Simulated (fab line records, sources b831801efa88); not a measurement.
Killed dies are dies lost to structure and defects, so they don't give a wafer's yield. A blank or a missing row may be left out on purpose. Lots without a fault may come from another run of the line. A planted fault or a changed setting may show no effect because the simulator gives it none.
Which tool did it? | flow sky130 | 14 lots, 42 wafers sampled, at 4 steps of a route of 708

WHAT THE GAUGES READ, wafer by wafer
SKY_LI_CONTACT_BOW_MEAS_03. Usual: LI_CONTACT_BOW 56 um, standard deviation 7.1.
lot  | measured     | on            | LI_CONTACT_BOW (um) | flag
L589 | day 28 01:04 | film_metro-01 | 55 52 50            |
L590 | day 28 07:47 | film_metro-02 | 43 62 67            |
L591 | day 29 01:04 | film_metro-04 | 55 66 66            |
L592 | day 29 01:18 | film_metro-01 | 58 55 64            |
L593 | day 29 18:28 | film_metro-01 | 52 64 58            |
L594 | day 30 08:16 | film_metro-04 | 54 51 53            |
L595 | day 30 12:51 | film_metro-04 | 57 46 47            |
L596 | day 30 21:07 | film_metro-02 | 43 60 60            |
L597 | day 31 09:01 | film_metro-04 | 53 66 63            |
L598 | day 31 09:16 | film_metro-02 | 51 55 56            |
L600 | day 32 00:34 | film_metro-01 | 53 53 43            |
L601 | day 32 15:18 | film_metro-04 | 51 52 51            |
L602 | day 32 18:01 | film_metro-04 | 52 49 54            |
L603 | day 33 12:56 | film_metro-02 | 70 52 64            |

WHICH TOOL RAN EACH LOT (tool, then ch and the chambers of the sampled wafers, then the start)
lot  | SKY_SD_N_COAT_02                  | SKY_SD_N_STRIP_11                    | SKY_SD_N_RTA_14
L589 | litho_track-03 ch 0, day 27 08:21 | plasma_asher-04 ch 0,1, day 27 23:40 | rtp_anneal-02 ch 0, day 28 00:02
L590 | litho_track-01 ch 0, day 27 15:45 | plasma_asher-02 ch 0,1, day 28 06:33 | rtp_anneal-01 ch 0, day 28 06:46
L591 | litho_track-01 ch 0, day 28 09:00 | plasma_asher-01 ch 0,1, day 28 23:51 | rtp_anneal-02 ch 0, day 29 00:04
L592 | litho_track-02 ch 0, day 28 09:17 | plasma_asher-02 ch 0,1, day 29 00:03 | rtp_anneal-01 ch 0, day 29 00:17
L593 | litho_track-02 ch 0, day 29 02:35 | plasma_asher-02 ch 0,1, day 29 17:13 | rtp_anneal-02 ch 0, day 29 17:26
L594 | litho_track-01 ch 0, day 29 15:52 | plasma_asher-04 ch 0,1, day 30 07:01 | rtp_anneal-01 ch 0, day 30 07:14
L595 | litho_track-01 ch 0, day 29 21:09 | plasma_asher-02 ch 0,1, day 30 11:24 | rtp_anneal-02 ch 0, day 30 11:37
L596 | litho_track-02 ch 0, day 30 05:58 | plasma_asher-02 ch 0, day 30 19:53   | rtp_anneal-01 ch 0, day 30 20:06
L597 | litho_track-02 ch 0, day 30 17:22 | plasma_asher-01 ch 0,1, day 31 07:47 | rtp_anneal-02 ch 0, day 31 07:59
L598 | litho_track-01 ch 0, day 30 17:39 | plasma_asher-02 ch 0,1, day 31 07:52 | rtp_anneal-01 ch 0, day 31 08:05
L600 | litho_track-03 ch 0, day 31 08:57 | plasma_asher-01 ch 0,1, day 31 23:21 | rtp_anneal-01 ch 0, day 31 23:34
L601 | litho_track-03 ch 0, day 32 00:01 | plasma_asher-02 ch 0,1, day 32 14:03 | rtp_anneal-02 ch 0, day 32 14:17
L602 | litho_track-03 ch 0, day 32 02:42 | plasma_asher-02 ch 0,1, day 32 16:47 | rtp_anneal-01 ch 0, day 32 16:59
L603 | litho_track-03 ch 0, day 32 21:06 | plasma_asher-02 ch 0,1, day 33 11:42 | rtp_anneal-02 ch 0, day 33 11:55
- SKY_SD_N_COAT_02: resist thk 1140 nm.
- SKY_SD_N_STRIP_11: strips in O2/N2.
- SKY_SD_N_RTA_14: time 2 s.

WHAT THE TOOLS THEMSELVES READ (means of the sampled wafers that have a number; where no wafer has one, the mark that the record gives instead)
SKY_SD_N_COAT_02. Usual: exhaust_pa 44.9 Pa, standard deviation 0.94.
lot  | tool           | exhaust_pa (Pa) | flag
L589 | litho_track-03 | 45.4            |
L590 | litho_track-01 | 44.3            |
L591 | litho_track-01 | 44.0            |
L592 | litho_track-02 | 46.9            |
L593 | litho_track-02 | 45.9            |
L594 | litho_track-01 | 44.5            |
L595 | litho_track-01 | 44.3            |
L596 | litho_track-02 | 43.8            |
L597 | litho_track-02 | 45.2            |
L598 | litho_track-01 | 45.0            |
L600 | litho_track-03 | 44.9            |
L601 | litho_track-03 | 45.3            |
L602 | litho_track-03 | 45.8            |
L603 | litho_track-03 | 43.7            |

SKY_SD_N_STRIP_11. Usual: drypump_motor_current_A 5.9 A, standard deviation 0.37; oes_product_au 0.528 a.u., standard deviation 0.0043; strip_time_to_endpoint_s 22.55 s, standard deviation 0.042.
lot  | tool            | drypump_motor_current_A (A) | oes_product_au (a.u.) | strip_time_to_endpoint_s (s) | flag
L589 | plasma_asher-04 | 5.7                         | 0.529                 | 22.60                        |
L590 | plasma_asher-02 | 5.8                         | 0.525                 | 22.50                        |
L591 | plasma_asher-01 | 6.2                         | 0.521                 | 22.54                        |
L592 | plasma_asher-02 | 5.9                         | 0.533                 | 22.57                        |
L593 | plasma_asher-02 | 5.9                         | 0.526                 | 22.57                        |
L594 | plasma_asher-04 | 6.0                         | 0.530                 | 22.52                        |
L595 | plasma_asher-02 | 5.8                         | 0.532                 | 22.53                        |
L596 | plasma_asher-02 | 6.1                         | 0.522                 | 22.56                        |
L597 | plasma_asher-01 | 6.4                         | 0.528                 | 22.50                        |
L598 | plasma_asher-02 | 5.7                         | 0.527                 | 22.47                        |
L600 | plasma_asher-01 | 6.4                         | 0.525                 | 22.53                        |
L601 | plasma_asher-02 | 5.9                         | 0.529                 | 22.53                        |
L602 | plasma_asher-02 | 5.9                         | 0.526                 | 22.06                        | OFF
L603 | plasma_asher-02 | 5.9                         | 0.523                 | 22.00                        | OFF

SKY_SD_N_RTA_14. Usual: lamp_power_pct 15.74 %, standard deviation 0.056; wafer_temp_C_max 1078.0, standard deviation 1.4.
lot  | tool          | lamp_power_pct (%) | wafer_temp_C_max | flag
L589 | rtp_anneal-02 | 15.75              | 1078.0           |
L590 | rtp_anneal-01 | 15.78              | 1078.1           |
L591 | rtp_anneal-02 | 15.72              | 1076.5           |
L592 | rtp_anneal-01 | 15.70              | 1078.7           |
L593 | rtp_anneal-02 | 15.77              | 1077.3           |
L594 | rtp_anneal-01 | 15.76              | 1077.5           |
L595 | rtp_anneal-02 | 15.73              | 1077.4           |
L596 | rtp_anneal-01 | 15.74              | 1077.5           |
L597 | rtp_anneal-02 | 15.75              | 1078.7           |
L598 | rtp_anneal-01 | 15.80              | 1078.4           |
L600 | rtp_anneal-01 | 15.68              | 1079.3           |
L601 | rtp_anneal-02 | 15.74              | 1077.0           |
L602 | rtp_anneal-01 | 15.77              | 1077.0           |
L603 | rtp_anneal-02 | 15.76              | 1077.1           |

THE ANSWER, worked out from the rows above alone
Rule: a lot is off if the mean of its wafers that have a number lies more than 3 standard deviations from the usual mean. A lot without any number at a reading at which 4 lots or more have one is off too. The other lots that the step has rows for count as sound. The gauges are gone through in route order, then the tools' own readings, and for those a lot's mean is taken as printed above. The first step at which some lot is off is used, and at that step the reading that is off furthest; a lot without a number counts as furthest.
Off: L602, L603, at SKY_SD_N_STRIP_11 (strip_time_to_endpoint_s).
A tool fits if, at that step or a process step before it, it ran every lot that is off, and no sound lot after the first of them. Can't be told from this: 2 tools fit, litho_track-03 at SKY_SD_N_COAT_02, plasma_asher-02 at SKY_SD_N_STRIP_11.

WHAT THE SIMULATOR HAD PUT IN
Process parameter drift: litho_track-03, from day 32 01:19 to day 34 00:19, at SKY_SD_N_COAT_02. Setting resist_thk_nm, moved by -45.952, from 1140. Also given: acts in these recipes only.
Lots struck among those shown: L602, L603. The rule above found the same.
